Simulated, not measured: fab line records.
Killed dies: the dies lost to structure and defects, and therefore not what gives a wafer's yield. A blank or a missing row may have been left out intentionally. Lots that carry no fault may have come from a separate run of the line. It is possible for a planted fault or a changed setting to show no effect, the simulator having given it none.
Matching of chambers	flow gf180mcu	GF_V5_CMP_26 on cmp-02: 4 sister chambers
The step polishes, stops on SiO2, t overpolish 15 s, target thk 0 nm. 8 wafers are shown with their chamber, then 12 later ones without.

EACH WAFER AND ITS CHAMBER
wafer	chamber	motor-current-A (A)	retaining-ring-pressure-frac
L080.3	1	9.4	0.996
L083.6	2	11.4	0.993
L085.3	2	10.7	1.001
L085.5	0	10.2	0.993
L085.6	3	12.5	1.006
L089.2	3	12.0	0.996
L089.3	0	11.1	0.997
L089.6	1	9.0	1.009

WAFERS WHOSE CHAMBER IS MISSING
wafer	motor-current-A (A)	retaining-ring-pressure-frac
L090.1	9.7	1.001
L090.4	12.6	0.999
L090.5	12.8	1.004
L094.1	10.6	1.007
L094.2	12.1	1.005
L094.6	10.3	1.000
L095.1	11.0	1.003
L095.2	13.0	1.003
L095.3	11.4	1.004
L097.1	11.0	1.004
L097.3	12.6	0.998
L097.4	10.4	0.997

CHAMBER TAKEN BY EACH
wafer	from the rows above	in truth
L090.1	can't be placed: 1 or 0 or 2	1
L090.4	3	3
L090.5	3	3
L094.1	can't be placed: 2 or 0 or 1 or 3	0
L094.2	can't be placed: 3 or 2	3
L094.6	can't be placed: 0 or 2 or 1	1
L095.1	can't be placed: 2 or 0 or 3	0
L095.2	3	3
L095.3	can't be placed: 2 or 3 or 0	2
L097.1	can't be placed: 2 or 0 or 3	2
L097.3	3	3
L097.4	can't be placed: 0 or 2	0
Correct placement for 4 of the 12. Unplaceable from these rows: 8, with the true chamber sitting among the candidates in 8. Number placed wrongly: 0.
How it was worked out, from the rows above alone: a wafer's distance from a chamber is the root of the sum, over the readings, of the square of ((its reading less the chamber's mean) divided by the reading's scatter). The wafer belongs to the nearest chamber; if the next one is less than 2 further off, it can't be placed. A chamber's mean is the mean of its shown wafers. The scatter is the square root of a quotient: the sum, over the shown wafers, of each reading's squared deviation from its chamber's mean, divided by wafers minus chambers.
